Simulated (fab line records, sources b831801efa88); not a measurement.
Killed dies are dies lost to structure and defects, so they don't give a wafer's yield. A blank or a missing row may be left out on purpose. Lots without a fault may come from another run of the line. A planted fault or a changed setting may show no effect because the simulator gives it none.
fab line records | flow sky130
record lots=6 wafers=16 last_day=50
route steps=708 shown PWDE@50 NWELL@56 PAD_OPEN@708
lots that met no fault: from a run of the same line without faults
start_h: hours from the record's first day to the start of the lot's first wafer shown | wait_h: hours since the lot's step before | " the same as in the row above | L1.1+2: a row that stands for several wafers | - no value, or no start given | * or withheld: withheld | < > ~ a bound
route shown NAME@n: a module of which the file shows steps, and the number in the route of the first | usual: mean/standard deviation of fault-free wafers | same: alike in all rows | chamber/n: place in a boat | sites: the reading at each site | _std_site: their standard deviation | _edge_site: outer sites' mean less inner sites' | radius_mm: how far each site lies from the wafer's centre | mask NAME#n: copy n | behind: the tool/chamber that last shaped the wafer | hold: why the lot was held/for how many hours/how that ended | device: the transistor (n, p or np) that didn't switch | end of line: the same wafers' tests at the end of the route | a step without rows: its recipe alone | killed: dies lost to structure and defects at the first sort, not the wafer's yield | map: a wafer's dies, x killed, . not, _ none there
set.NAME: the setting as run; set.NAME@STEP: as run at that earlier step | model.NAME: the simulator's own value behind a step, which no gauge read
lots at some steps of the route; a table a step, a row a wafer
services: from which hour (start_h, from the record's first day; less than 0 if before it) a tool's chamber was out of use, for how many hours, and why
## steps
# step SKY_PWDE_PEB_05
# recipe temp_c=115 time_s=withheld
# step SKY_PWDE_DEVELOP_06
# recipe wall_angle_deg=90 developer=TMAH develop_time_s=60 dev_temp_c=23
# step SKY_PWDE_OVL_MEAS_07
# usual PWDE_OVL=-0.2/1.4
# columns lot.wafer tool chamber start_h wait_h PWDE_OVL[nm]
L589.1 overlay-02 - 99.53 - -1.8
L589.5 " - " " -1.4
L589.6 " - " " 0.3
L596.2 overlay-02 - 136.88 - -0.7
L596.3 " - " " -0.5
L596.5 " - " " -2.5
L598.2 overlay-01 - 146.98 - -1.6
L598.5 " - " " -0.6
L598.6 " - " " 0.5
L602.2 overlay-02 - 172.40 - -1.1
L602.4 " - " " 0.7
L604.3 overlay-02 - 182.54 - 1.1
L604.6 " - " " 0.1
L607.1 overlay-01 - 197.39 - 0.3
L607.5 " - " " -0.2
L607.6 " - " " 1.4
# step SKY_PWDE_IMPLANT_08
# recipe species=B energy_kev=150 dose_cm2=3.6e+12 tilt_deg=withheld
# step SKY_PWDE_STRIP_09
# recipe chemistry=O2/N2 power_w=1400 pressure_mtorr=1500 platen_temp_c=withheld o2_flow_sccm=3000 n2_flow_sccm=300 overash_fraction=0.5
# usual drypump_motor_current_A=5.7/0.37 oes_product_au=0.723/0.0047 strip_time_to_endpoint_s=36.89/0.11
# columns lot.wafer tool chamber start_h wait_h drypump_motor_current_A oes_product_au rf_hours_counter_h strip_time_to_endpoint_s
L589.1 plasma_asher-02 0 99.71 0.1 5.7 0.720 42 37.06
L589.5 " 0 " " 5.7 0.722 - 36.95
L589.6 " 1 " " 6.1 0.720 - 37.01
L596.2 plasma_asher-02 0 137.06 0.1 5.7 0.719 46 36.95
L596.3 " 1 " " 6.1 0.727 - 37.03
L596.5 " 0 " " 5.7 0.722 - 36.89
L598.2 plasma_asher-01 0 147.16 0.1 5.2 0.727 3 36.75
L598.5 " 1 " " 5.7 0.726 - 36.77
L598.6 " 0 " " 5.2 0.727 - 36.72
L602.2 plasma_asher-02 0 172.58 0.1 5.7 0.723 49 36.79
L602.4 " 1 " " 6.1 0.721 - 36.85
L604.3 plasma_asher-01 1 182.74 0.1 5.7 0.724 - 36.71
L604.6 " 1 " " 5.7 0.724 - 36.87
L607.1 plasma_asher-02 0 197.58 0.1 5.7 0.726 51 37.09
L607.5 " 1 " " 6.1 0.713 - 36.96
L607.6 " 0 " " 5.7 0.727 - 37.02
# step SKY_PWDE_TW_MEAS_10
# usual PWDE_TW=373.5/2.8
# columns lot.wafer tool chamber start_h wait_h PWDE_TW
L589.1 film_metro-01 - 99.81 0.1 371.6
L589.5 " - " " 372.4
L589.6 " - " " 372.2
L596.2 film_metro-01 - 137.17 0.1 375.7
L596.3 " - " " 373.7
L596.5 " - " " 375.6
L598.2 film_metro-02 - 147.27 0.1 378.0
L598.5 " - " " 375.5
L598.6 " - " " 375.9
L602.2 film_metro-02 - 172.69 0.1 373.5
L602.4 " - " " 376.6
L604.3 film_metro-03 - 182.83 0.1 367.9
L604.6 " - " " 370.6
L607.1 film_metro-01 - 197.68 0.1 377.0
L607.5 " - " " 377.5
L607.6 " - " " 375.5
# step SKY_NWELL_DEHYDRATE_03
# recipe temp_c=200 time_s=60
# step SKY_NWELL_HMDS_04
# recipe prime_time_s=60 prime_temp_c=120
# step SKY_NWELL_COAT_05
# recipe spin_rpm=2000 resist_thk_nm=3000
# step SKY_NWELL_SOFTBAKE_06
# recipe temp_c=110 time_s=withheld
# step SKY_NWELL_EXPOSE_07
# recipe mask_id=NWM na=0.6 source_shape=conventional sigma_outer=0.6 polarization=unpolarized target_cd_nm=840 dose_mj=255
# step SKY_NWELL_PEB_08
# recipe temp_c=115 time_s=withheld
# step SKY_NWELL_DEVELOP_09
# recipe wall_angle_deg=90 developer=TMAH develop_time_s=60 dev_temp_c=23
# columns lot.wafer tool chamber start_h wait_h
L589.1+5+6 litho_track-04 0 118 -
L596.2+3+5 litho_track-01 0 156 -
L598.2+5+6 litho_track-01 0 166 -
L602.2+4 litho_track-01 0 193 -
L604.3+6 litho_track-01 0 203 -
L607.1+5+6 litho_track-04 0 219 -
# step SKY_NWELL_OVL_MEAS_10
# usual NWELL_00_OVL=-1.2/1.5
# columns lot.wafer tool chamber start_h wait_h NWELL_00_OVL[nm]
L589.1 overlay-01 - 118.78 - -1.7
L589.5 " - " " -3.3
L589.6 " - " " -3.1
L596.2 overlay-01 - 156.45 - -0.5
L596.3 " - " " -3.7
L596.5 " - " " -3.8
L598.2 overlay-02 - 167.10 - 0.8
L598.5 " - " " 1.4
L598.6 " - " " -1.2
L602.2 overlay-02 - 193.35 - 1.3
L602.4 " - " " -
L604.3 overlay-01 - 203.66 - -
L604.6 " - " " -1.5
L607.1 overlay-01 - 219.67 - -2.0
L607.5 " - " " -2.7
L607.6 " - " " -1.8
# step SKY_NWELL_IMPLANT_11
# recipe species=P energy_kev=400 dose_cm2=1.9e+13 tilt_deg=withheld
# step SKY_PAD_OPEN_PROBE_99
# usual killed_at_M0_to_M3=43/6.7 killed_at_M4_up=3.2/2.1 killed_at_contacts=25/5.9 killed_at_front_end=16/4.7 killed_at_other=0.3/0.54 killed_dies=87/9.8 killed_on_rim=17/3.7 killed_open=47/6.7 killed_short=40/6.5
# same gross_dies=492 killed_at_back_side=0
# columns lot.wafer tool chamber start_h wait_h killed_at_M0_to_M3 killed_at_M4_up killed_at_contacts killed_at_front_end killed_at_other killed_dies killed_on_rim killed_open killed_short
L589.1 prober-01 - 1114.51 0.1 42 4 20 16 0 82 20 47 35
L589.5 prober-01 - 1114.71 0.2 36 3 26 20 0 85 20 45 40
L589.6 prober-01 - 1114.76 0.2 41 4 33 16 2 96 20 48 48
L596.2 prober-02 - 1150.74 0.1 44 2 24 16 0 86 18 49 36
L596.3 prober-02 - 1150.80 0.2 43 5 25 11 1 85 19 51 34
L596.5 prober-02 - 1150.89 0.2 43 2 28 23 1 97 25 50 47
L602.2 prober-02 - 1182.03 0.1 41 5 20 17 0 83 21 45 37
L602.4 prober-02 - 1182.13 0.2 43 6 20 422 1 492 96 42 39
L604.3 prober-02 - 1188.95 0.2 48 7 17 420 0 492 96 41 47
L604.6 prober-02 - 1189.10 0.2 38 11 22 20 0 91 19 46 45
L607.1 prober-01 - 1201.83 0.1 50 3 24 16 0 93 16 55 37
L607.5 prober-01 - 1202.03 0.2 42 1 29 18 0 90 15 52 38
L607.6 prober-01 - 1202.08 0.2 42 1 17 12 0 72 10 44 28
# killed by level:class
L589.1 VIA1:geometric_particle:open=12 CONTACT:geometric_particle:open=8 LI_CONTACT:geometric_particle:open=6 METAL2:geometric_particle:short=6 POLY_GATE:geometric_particle:open=5 VIA2:geometric_particle:open=5 POLY_GATE:geometric_particle:short=4 VIA3:geometric_particle:open=4
L589.5 VIA1:geometric_particle:open=10 LI_CONTACT:geometric_particle:open=7 CONTACT:geometric_particle:short=7 POLY_GATE:geometric_particle:open=6 VIA1:geometric_particle:short=5 LOCAL_INTERCONNECT:geometric_particle:short=4 CONTACT:geometric_particle:open=4 VIA2:geometric_particle:open=4
L589.6 VIA1:geometric_particle:open=14 CONTACT:geometric_particle:open=12 LI_CONTACT:geometric_particle:open=8 LI_CONTACT:geometric_particle:short=6 VIA1:geometric_particle:short=6 FIELD_ISO:geometric_particle:short=5 POLY_GATE:geometric_particle:short=5 METAL1:geometric_particle:short=5
L596.2 VIA1:geometric_particle:open=19 LI_CONTACT:geometric_particle:open=8 CONTACT:geometric_particle:open=7 METAL2:geometric_particle:short=6 VIA2:geometric_particle:open=5 FIELD_ISO:geometric_particle:open=4 POLY_GATE:geometric_particle:short=4 LOCAL_INTERCONNECT:geometric_particle:short=4
L596.3 CONTACT:geometric_particle:open=13 VIA1:geometric_particle:open=9 LI_CONTACT:geometric_particle:open=6 METAL1:geometric_particle:short=6 VIA2:geometric_particle:open=6 VIA3:geometric_particle:open=5 FIELD_ISO:geometric_particle:open=4 POLY_GATE:geometric_particle:short=4
L596.5 CONTACT:geometric_particle:open=12 FIELD_ISO:geometric_particle:open=7 VIA1:geometric_particle:open=7 FIELD_ISO:geometric_particle:short=6 VIA3:geometric_particle:open=6 POLY_GATE:geometric_particle:short=6 LI_CONTACT:geometric_particle:open=6 LOCAL_INTERCONNECT:geometric_particle:short=5
L602.2 VIA3:geometric_particle:open=12 POLY_GATE:geometric_particle:short=7 CONTACT:geometric_particle:open=7 VIA1:geometric_particle:open=7 CONTACT:geometric_particle:short=6 POLY_GATE:geometric_particle:open=5 VIA2:geometric_particle:open=5 VIA2:geometric_particle:short=4
L602.4 NWELL:area_develop=411 VIA2:geometric_particle:open=7 CONTACT:geometric_particle:open=7 METAL1:geometric_particle:short=7 METAL2:geometric_particle:short=6 VIA1:geometric_particle:open=6 CONTACT:geometric_particle:short=5 VIA3:geometric_particle:open=4
L604.3 NWELL:area_develop=404 METAL1:geometric_particle:short=9 VIA2:geometric_particle:open=9 CONTACT:geometric_particle:open=7 METAL4:geometric_particle:short=7 VIA1:geometric_particle:open=5 VIA3:geometric_particle:open=5 POLY_GATE:geometric_particle:open=4
L604.6 CONTACT:geometric_particle:open=10 VIA1:geometric_particle:open=10 METAL2:geometric_particle:short=8 METAL4:geometric_particle:short=7 FIELD_ISO:geometric_particle:open=6 POLY_GATE:geometric_particle:short=5 POLY_GATE:geometric_particle:open=5 FIELD_ISO:geometric_particle:short=4
L607.1 VIA1:geometric_particle:open=17 CONTACT:geometric_particle:open=9 FIELD_ISO:geometric_particle:short=7 VIA2:geometric_particle:open=7 LI_CONTACT:geometric_particle:open=6 VIA3:geometric_particle:open=6 VIA1:geometric_particle:short=5 METAL2:geometric_particle:short=5
L607.5 CONTACT:geometric_particle:open=10 POLY_GATE:geometric_particle:open=9 VIA1:geometric_particle:open=9 LI_CONTACT:geometric_particle:open=7 METAL1:geometric_particle:short=7 LOCAL_INTERCONNECT:geometric_particle:short=6 METAL2:geometric_particle:short=6 VIA2:geometric_particle:open=5
L607.6 VIA1:geometric_particle:open=11 LI_CONTACT:geometric_particle:open=8 VIA3:geometric_particle:open=8 CONTACT:geometric_particle:open=5 VIA1:geometric_particle:short=5 POLY_GATE:geometric_particle:short=4 VIA2:geometric_particle:open=3 METAL2:geometric_particle:open=3
# map L602.4 (x killed, . not)
__________xxxxxxxxxx_________
________xxxxxxxxxxxxxx_______
______xxxxxxxxxxxxxxxxxx_____
_____xxxxxxxxxxxxxxxxxxxx____
____xxxxxxxxxxxxxxxxxxxxxx___
___xxxxxxxxxxxxxxxxxxxxxxxx__
__xxxxxxxxxxxxxxxxxxxxxxxxxx_
_xxxxxxxxxxxxxxxxxxxxxxxxxxxx
_xxxxxxxxxxxxxxxxxxxxxxxxxxxx
_xxxxxxxxxxxxxxxxxxxxxxxxxxxx
_xxxxxxxxxxxxxxxxxxxxxxxxxxxx
_xxxxxxxxxxxxxxxxxxxxxxxxxxxx
_xxxxxxxxxxxxxxxxxxxxxxxxxxxx
_xxxxxxxxxxxxxxxxxxxxxxxxxxxx
_xxxxxxxxxxxxxxxxxxxxxxxxxxxx
__xxxxxxxxxxxxxxxxxxxxxxxxxx_
___xxxxxxxxxxxxxxxxxxxxxxxx__
____xxxxxxxxxxxxxxxxxxxxxx___
_____xxxxxxxxxxxxxxxxxxxx____
______xxxxxxxxxxxxxxxxxx_____
________xxxxxxxxxxxxxx_______
__________xxxxxxxxxx_________
# map L604.3 (x killed, . not)
__________xxxxxxxxxx_________
________xxxxxxxxxxxxxx_______
______xxxxxxxxxxxxxxxxxx_____
_____xxxxxxxxxxxxxxxxxxxx____
____xxxxxxxxxxxxxxxxxxxxxx___
___xxxxxxxxxxxxxxxxxxxxxxxx__
__xxxxxxxxxxxxxxxxxxxxxxxxxx_
_xxxxxxxxxxxxxxxxxxxxxxxxxxxx
_xxxxxxxxxxxxxxxxxxxxxxxxxxxx
_xxxxxxxxxxxxxxxxxxxxxxxxxxxx
_xxxxxxxxxxxxxxxxxxxxxxxxxxxx
_xxxxxxxxxxxxxxxxxxxxxxxxxxxx
_xxxxxxxxxxxxxxxxxxxxxxxxxxxx
_xxxxxxxxxxxxxxxxxxxxxxxxxxxx
_xxxxxxxxxxxxxxxxxxxxxxxxxxxx
__xxxxxxxxxxxxxxxxxxxxxxxxxx_
___xxxxxxxxxxxxxxxxxxxxxxxx__
____xxxxxxxxxxxxxxxxxxxxxx___
_____xxxxxxxxxxxxxxxxxxxx____
______xxxxxxxxxxxxxxxxxx_____
________xxxxxxxxxxxxxx_______
__________xxxxxxxxxx_________
## services
# columns tool chamber start_h hours kind
plasma_asher-01 - 108.75 9.0 pm
plasma_asher-01 0 108.75 9.0 vent_cycle
plasma_asher-01 1 108.75 9.0 vent_cycle
plasma_asher-01 0 117.75 - clean
plasma_asher-01 1 117.75 - clean
litho_track-01 - 120.61 - consumable_replace:filter
## key
first_sign step=SKY_NWELL_OVL_MEAS_10 reading=NWELL_00_OVL direction=missing
effect step=SKY_PAD_OPEN_PROBE_99 reading=killed_at_front_end direction=up sigmas=87 usual=16 struck=421
more_kills_born_at SKY_NWELL_DEVELOP_09@litho_track-01=815
met_at SKY_NWELL_DEVELOP_09
struck_wafers L602.4,L604.3
tester_left_out L602,L604
onset_between 166 193
fault kind=process_parameter_drift tool=litho_track-01 chamber=- onset_h=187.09 steps=SKY_NWELL_DEVELOP_09 channel=develop_time_s offset=* shape=step end_h=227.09 scope=struck_wafers_only acts_in=* stated=*
# tester_left_out: of these lots the tester's yield and bins aren't shown, on N5 and GAA mostly nor the transistor test; their killed dies are dies lost to structure and defects alone, not to doping, threshold or leakage, so they don't give the yield
